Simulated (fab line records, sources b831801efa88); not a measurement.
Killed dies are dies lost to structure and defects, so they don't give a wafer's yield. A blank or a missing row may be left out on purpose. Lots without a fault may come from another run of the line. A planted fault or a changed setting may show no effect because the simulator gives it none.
fab line records | flow gf180mcu
record lots=15 wafers=42 last_day=34
route steps=602 shown MVPSD@85 HV_LDD@234 SAB@274 CONTACT@290
lots that met no fault: from a run of the same line without faults
start_h: hours from the record's first day to the start of the lot's first wafer shown | wait_h: hours since the lot's step before | " the same as in the row above | L1.1+2: a row that stands for several wafers | - no value, or no start given | * or withheld: withheld | < > ~ a bound
route shown NAME@n: a module of which the file shows steps, and the number in the route of the first | usual: mean/standard deviation of fault-free wafers | same: alike in all rows | chamber/n: place in a boat | sites: the reading at each site | _std_site: their standard deviation | _edge_site: outer sites' mean less inner sites' | radius_mm: how far each site lies from the wafer's centre | mask NAME#n: copy n | behind: the tool/chamber that last shaped the wafer | hold: why the lot was held/for how many hours/how that ended | device: the transistor (n, p or np) that didn't switch | end of line: the same wafers' tests at the end of the route | a step without rows: its recipe alone | killed: dies lost to structure and defects at the first sort, not the wafer's yield | map: a wafer's dies, x killed, . not, _ none there
set.NAME: the setting as run; set.NAME@STEP: as run at that earlier step | model.NAME: the simulator's own value behind a step, which no gauge read
steps of the route over a sample of lots; a table a step, a row a wafer
services: from which hour (start_h, from the record's first day; less than 0 if before it) a tool's chamber was out of use, for how many hours, and why
## steps
# step GF_MVPSD_OVL_MEAS_07
# usual MVPSD_OVL=-0.1/1.6
# columns lot.wafer tool chamber start_h wait_h MVPSD_OVL[nm]
L814.1 overlay-01 - 90.18 - -4.0
L814.2 " - " " -2.3
L814.6 " - " " -2.3
L815.2 overlay-02 - 107.98 - -0.8
L815.3 " - " " 1.6
L815.4 " - " " 1.2
L816.1 overlay-01 - 120.48 - 0.1
L816.2 " - " " -0.2
L816.3 " - " " 1.4
L817.1 overlay-02 - 120.58 - 1.7
L817.3 " - " " 0.2
L817.5 " - " " 0.8
L818.1 overlay-02 - 129.48 - -0.5
L818.4 " - " " -1.0
L818.5 " - " " 0.1
L819.1 overlay-02 - 137.98 - 0.8
L819.4 " - " " 3.6
L819.5 " - " " 1.9
L820.1 overlay-01 - 139.48 - -0.8
L820.2 " - " " -2.6
L820.3 " - " " -1.6
L821.3 overlay-02 - 139.84 - 2.6
L821.5 " - " " 1.4
L821.6 " - " " -1.4
L825.1 overlay-01 - 167.13 - 0.9
L825.6 " - " " 0.3
L830.1 overlay-02 - 191.69 - 1.6
L830.3 " - " " 2.5
L831.1 overlay-01 - 199.49 - 0.7
L831.3 " - " " 1.6
L832.4 overlay-01 - 205.70 - 0.1
L832.5 " - " " 0.0
L832.6 " - " " 0.0
L835.2 overlay-02 - 224.78 - -3.5
L835.4 " - " " -2.4
L835.6 " - " " -3.2
L836.2 overlay-02 - 228.24 - -1.2
L836.5 " - " " -1.6
L836.6 " - " " -0.2
L837.1 overlay-01 - 236.08 - -1.3
L837.4 " - " " -0.8
L837.6 " - " " -1.5
# step GF_HV_LDD_ETCHBACK_58
# recipe chemistry=CH3F/O2 target=Si3N4 stop_on=SiO2 source_w=400 bias_w=80 pressure_mtorr=25 ch3f_flow_sccm=40 O2_flow_sccm=30 time_s=100 target_depth_a=900
# usual chamber_pressure_mTorr=25.001/0.023 drypump_motor_current_A=5.5/0.48 oes_product_au=0.842/0.0062 run_length_s=128.3/0.49 throttle_valve_pct=10.559/0.0089
# columns lot.wafer tool chamber start_h wait_h chamber_pressure_mTorr drypump_motor_current_A oes_product_au rf_hours_counter_h run_length_s throttle_valve_pct
L814.1 rie_diel-02 0 266.26 0.1 25.033 6.0 0.841 43 128.3 10.559
L814.2 " 2 " " 24.995 5.4 0.850 74 127.6 10.542
L814.6 " 1 " " 25.016 5.8 0.847 - 129.1 10.571
L815.2 rie_diel-02 2 291.26 0.0 24.999 5.4 0.847 74 127.1 10.562
L815.3 " 3 " " 25.004 5.1 0.842 16 128.5 10.562
L815.4 " 0 " " 24.993 6.0 0.849 43 128.5 10.555
L816.1 rie_diel-03 1 306.07 0.1 25.022 6.3 0.830 118 128.7 10.557
L816.2 " 0 " " 24.993 4.8 0.838 1 128.4 10.555
L816.3 " 3 " " 25.017 5.8 0.839 6 127.6 10.564
L817.1 rie_diel-02 3 308.11 0.1 24.984 5.1 0.841 16 129.0 10.547
L817.3 " 1 " " 24.985 5.9 0.853 5 128.9 10.558
L817.5 " 3 " " 25.032 5.1 0.839 - 128.5 10.554
L818.1 rie_diel-02 2 321.44 0.1 24.987 5.3 0.847 75 127.1 10.582
L818.4 " 3 " " 25.025 5.1 0.849 17 128.8 10.573
L818.5 " 3 " " 25.008 5.1 0.836 - 128.3 10.555
L819.1 rie_diel-01 0 332.01 0.1 24.984 6.7 0.842 34 128.3 10.573
L819.4 " 0 " " 25.021 6.7 0.839 - 127.7 10.557
L819.5 " 1 " " 25.044 5.9 0.846 - 128.3 10.566
L821.3 rie_diel-02 2 335.68 0.0 24.978 5.3 0.844 75 127.2 10.570
L821.5 " 3 " " 25.011 5.0 0.839 - 128.6 10.558
L821.6 " 2 " " 25.024 5.4 0.845 - 127.6 10.563
L820.1 rie_diel-03 0 336.50 0.1 24.993 4.8 0.842 2 128.4 10.574
L820.2 " 1 " " 25.023 6.3 0.836 118 128.9 10.557
L820.3 " 2 " " 25.043 5.3 0.841 70 127.8 10.555
L825.1 rie_diel-03 2 377.51 0.1 24.975 5.3 0.848 71 127.9 10.557
L825.6 " 2 " " 25.053 5.3 0.910 - 120.4 10.547
L830.1 rie_diel-03 1 409.00 0.1 25.014 6.3 0.845 1 129.1 10.568
L830.3 " 2 " " 25.008 5.3 0.909 72 120.3 10.572
L831.1 rie_diel-03 2 415.46 0.1 24.978 5.3 0.832 72 128.0 10.552
L831.3 " 1 " " 25.020 6.3 0.907 1 121.2 10.557
L832.4 rie_diel-02 3 428.96 0.0 25.018 5.0 0.839 19 128.3 10.552
L832.5 " 1 " " 24.983 5.8 0.842 - 129.2 10.553
L832.6 " 0 " " 25.004 5.9 0.840 - 129.0 10.547
L835.2 rie_diel-02 1 452.40 0.0 24.989 5.9 0.842 9 128.8 10.568
L835.4 " 2 " " 24.991 5.4 0.835 79 127.4 10.559
L835.6 " 2 " " 24.988 5.3 0.839 - 127.3 10.553
L836.2 rie_diel-01 2 455.06 0.0 24.973 5.4 0.840 3 128.3 10.557
L836.5 " 1 " " 24.949 5.9 0.842 - 128.6 10.558
L836.6 " 3 " " 24.937 5.0 0.851 - 128.3 10.561
L837.1 rie_diel-01 1 461.65 0.1 25.016 5.8 0.841 76 128.5 10.557
L837.4 " 2 " " 24.956 5.4 0.837 3 127.9 10.554
L837.6 " 2 " " 25.011 5.4 0.849 - 128.2 10.556
# step GF_SAB_OVL_MEAS_10
# usual SAB_OVL=1.2/1.4
# columns lot.wafer tool chamber start_h wait_h SAB_OVL[nm]
L814.1 overlay-01 - 326.50 0.1 1.5
L814.2 " - " " 0.9
L814.6 " - " " 1.3
L815.2 overlay-02 - 355.71 0.1 2.4
L815.3 " - " " 0.9
L815.4 " - " " 2.1
L816.1 overlay-02 - 370.65 0.1 1.5
L816.2 " - " " 1.5
L816.3 " - " " 1.7
L817.1 overlay-01 - 372.95 0.1 -1.4
L817.3 " - " " 0.2
L817.5 " - " " 1.1
L818.1 overlay-02 - 386.85 0.1 -0.2
L818.4 " - " " 0.3
L818.5 " - " " -0.4
L819.1 overlay-02 - 398.80 0.1 1.3
L819.4 " - " " -0.6
L819.5 " - " " 0.0
L821.3 overlay-01 - 404.72 0.1 0.1
L821.5 " - " " 1.6
L821.6 " - " " 0.3
L820.1 overlay-02 - 405.95 0.1 2.6
L820.2 " - " " 1.9
L820.3 " - " " 3.1
L825.1 overlay-01 - 448.64 0.1 1.7
L825.6 " - " " 1.6
L830.1 overlay-02 - 483.40 0.1 1.6
L830.3 " - " " 0.2
L831.1 overlay-01 - 490.10 0.1 3.4
L831.3 " - " " 2.5
L832.4 overlay-01 - 503.06 0.1 -1.9
L832.5 " - " " -2.5
L832.6 " - " " -1.2
L835.2 overlay-02 - 526.05 0.1 -2.1
L835.4 " - " " 0.2
L835.6 " - " " -1.0
L836.2 overlay-01 - 527.36 0.1 -0.2
L836.5 " - " " 1.3
L836.6 " - " " 0.0
L837.1 overlay-02 - 533.50 0.1 0.2
L837.4 " - " " 1.0
L837.6 " - " " 0.7
# step GF_CONTACT_THK_MEAS_03
# recipe reads=SiO2_of_CONTACT_CVD_02
# usual CONTACT_CVD_02_THK=866/14
# columns lot.wafer tool chamber start_h wait_h CONTACT_CVD_02_THK[nm]
L814.1 film_metro-03 - 327.57 0.0 837
L814.2 " - " " 856
L814.6 " - " " 851
L815.2 film_metro-01 - 356.81 0.0 851
L815.3 " - " " 846
L815.4 " - " " 863
L816.1 film_metro-04 - 371.76 0.0 853
L816.2 " - " " 857
L816.3 " - " " 847
L817.1 film_metro-03 - 374.05 0.0 848
L817.3 " - " " 851
L817.5 " - " " 860
L818.1 film_metro-01 - 387.96 0.0 854
L818.4 " - " " 870
L818.5 " - " " 869
L819.1 film_metro-01 - 399.89 0.0 866
L819.4 " - " " 874
L819.5 " - " " 874
L821.3 film_metro-03 - 405.81 0.1 855
L821.5 " - " " 885
L821.6 " - " " 881
L820.1 film_metro-04 - 407.04 0.0 860
L820.2 " - " " 857
L820.3 " - " " 846
L825.1 film_metro-04 - 449.83 0.0 874
L825.6 " - " " 889
L830.1 film_metro-01 - 484.50 0.0 838
L830.3 " - " " 852
L831.1 film_metro-04 - 491.33 0.0 874
L831.3 " - " " 876
L832.4 film_metro-01 - 504.16 0.0 865
L832.5 " - " " 886
L832.6 " - " " 857
L835.2 film_metro-03 - 527.14 0.0 853
L835.4 " - " " 865
L835.6 " - " " 861
L836.2 film_metro-03 - 528.44 0.0 860
L836.5 " - " " 882
L836.6 " - " " 874
L837.1 film_metro-04 - 534.84 0.1 861
L837.4 " - " " 868
L837.6 " - " " 883
## services
# columns tool chamber start_h hours kind
rie_diel-01 - 263.71 2.8 pm
rie_diel-03 0 295.15 2.1 repair
rie_diel-01 2 313.23 5.8 repair
rie_diel-01 2 319.06 - clean
rie_diel-01 2 319.06 18.7 scheduled_down
rie_diel-01 2 319.06 18.7 vent_cycle
rie_diel-01 - 362.92 9.0 repair
rie_diel-03 1 369.35 - clean
rie_diel-03 1 369.35 17.1 scheduled_down
rie_diel-03 1 369.35 17.1 vent_cycle
rie_diel-02 1 413.90 7.6 repair
rie_diel-01 2 432.60 12.9 repair
rie_diel-01 0 435.53 2.2 repair
rie_diel-01 0 440.27 14.8 repair
## key
first_sign step=GF_HV_LDD_ETCHBACK_58 reading=run_length_s direction=down sigmas=16 usual=* struck=*
effect step=GF_HV_LDD_ETCHBACK_58 reading=oes_product_au direction=up sigmas=11 usual=0.842 struck=0.909
met_at GF_HV_LDD_ETCHBACK_58
struck_lots L825,L830,L831
struck_wafers L825.6,L830.3,L831.3
tester_left_out L825,L830,L831
not_acting_at GF_MVPSD_OVL_MEAS_07,GF_SAB_OVL_MEAS_10,GF_CONTACT_THK_MEAS_03
onset_between 336.50 377.51
fault kind=process_parameter_drift tool=rie_diel-03 chamber=- onset_h=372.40 steps=GF_HV_LDD_ETCHBACK_58 channel=time_s offset=* shape=step end_h=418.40 scope=struck_wafers_only acts_in=* stated=*
# tester_left_out: of these lots the tester's yield and bins aren't shown, on N5 and GAA mostly nor the transistor test; their killed dies are dies lost to structure and defects alone, not to doping, threshold or leakage, so they don't give the yield
